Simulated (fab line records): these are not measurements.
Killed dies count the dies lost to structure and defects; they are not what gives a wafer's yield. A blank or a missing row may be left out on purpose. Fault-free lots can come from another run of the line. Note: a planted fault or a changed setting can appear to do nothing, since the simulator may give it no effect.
8D (eight disciplines) problem report, filled in by code -- flow sky130 -- the parts of the form that need people (team, actions taken, sign-off) are left out

1. THE ISSUE
Wafers free of any fault read 2.61 nm (standard deviation 0.065) for SONOS_ONO_OXIDATION_THK at SKY_SONOS_ONO_THK_MEAS_01, against a mean of 1.63 nm on 6 wafers of 2 lots. That puts it -15 standard deviations away from the usual mean.
First seen on wafer L284.3, day 15 17:01, on film-metro-03. The record has a number at this step for 30 wafers belonging to 10 lots. Rule for "out" (also "out of limits"): further than 4 standard deviations from the usual mean. The rest of the wafers with a number are treated as sound.

2. WHAT IT IS AND WHAT IT IS NOT
question,is,is not
which readings at this step,SONOS_ONO_OXIDATION_THK,-
which lots,"L284, L286","L274, L275, L279, L280, L281, L283, L292, L293"
which wafers of those lots,all that have a number,-
read on which gauges,"film-metro-03, film-metro-04",film-metro-01
when,from day 15 17:01,"up to then (18 sound wafers); but 6 sound wafers of L292, L293 came after"

3. THE SUSPECTS, EACH WITH WHAT RULES IT OUT
Counting: a tool at a process step up to the reading stays a suspect if it ran every lot that is out and no sound lot after the first of them.
- ruled out: the gauge at SKY_SONOS_ONO_THK_MEAS_01. 2 gauges (film-metro-03, film-metro-04) read the wafers that are out.
- furnace-02 at SKY_SONOS_ONO_OXIDATION_00 (stabilise 600 s, purge 300 s, target thk 2.6 nm): ruled out as a lasting fault. Sound lots L292, L293 ran on it after its first lot that is out, L284 (day 15 15:38).
Left after counting: nothing in the record.

4. THE CAUSE (what the simulator had put in)
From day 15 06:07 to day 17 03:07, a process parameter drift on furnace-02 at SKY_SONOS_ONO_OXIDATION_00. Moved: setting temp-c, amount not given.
Counting ruled it out, wrongly: the rule takes a fault to strike every lot that its tool runs from its start on, and this one did not.

5. SEQUENCE OF EFFECTS, ordered by route
Rows list readings where the struck wafers' mean (over those with a number) sits beyond 3 standard deviations from the usual. Only readings for which the record gives a usual standard deviation are gone through. hours: the time from each lot's start at the first step in this table that gives one to its start at this step, as a median over the lots. sigmas: the change in usual standard deviations.
hours,step,reading,usual,on struck wafers,change,sigmas
0,SKY_SONOS_ONO_OXIDATION_00,spike-tc-bottom-C,820.6 C,791.1,-29.5,-20
0,SKY_SONOS_ONO_OXIDATION_00,spike-tc-centre-C,800.0 C,768.5,-31.5,-26
0,SKY_SONOS_ONO_OXIDATION_00,spike-tc-lower-C,801.0 C,769.8,-31.2,-26
0,SKY_SONOS_ONO_OXIDATION_00,spike-tc-top-C,816.4 C,785.4,-31.0,-15
0,SKY_SONOS_ONO_OXIDATION_00,spike-tc-upper-C,799.4 C,768.2,-31.1,-28
0,SKY_SONOS_ONO_OXIDATION_00,tube-center-temp-C,800.01 C,769.24,-30.77,-99 or more
0,SKY_SONOS_ONO_OXIDATION_00,tube_center_temp_C_max,802.1,771.3,-30.8,-85
0,SKY_SONOS_ONO_OXIDATION_00,zone-power-bottom-pct,20.01 %,18.53,-1.48,-6.2
1,SKY_SONOS_ONO_THK_MEAS_01,SONOS_ONO_OXIDATION_THK,2.61 nm,1.63,-0.98,-15
It contains these process steps:
- SKY_SONOS_ONO_OXIDATION_00: stabilise 600 s, purge 300 s, target thk 2.6 nm.
Later measuring or inspecting steps at which every struck wafer that the step has a row for has a number for every such reading, and none has moved that far: SKY_SONOS_ONO_THK_MEAS_05.

6. WHAT WOULD HAVE CAUGHT IT SOONER
11 hours passed between the start of the fault at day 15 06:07 and the first reading out of limits at a measuring or inspecting step in this record, taken at day 15 17:01.
At SKY_SONOS_ONO_OXIDATION_00, the tool's own readings (spike-tc-bottom-C, spike-tc-centre-C, spike-tc-lower-C, spike-tc-top-C, spike-tc-upper-C, tube-center-temp-C, tube_center_temp_C_max, zone-power-bottom-pct) were out on each struck wafer the step has a row for, so an alarm limit on them would have fired on the first such wafer.
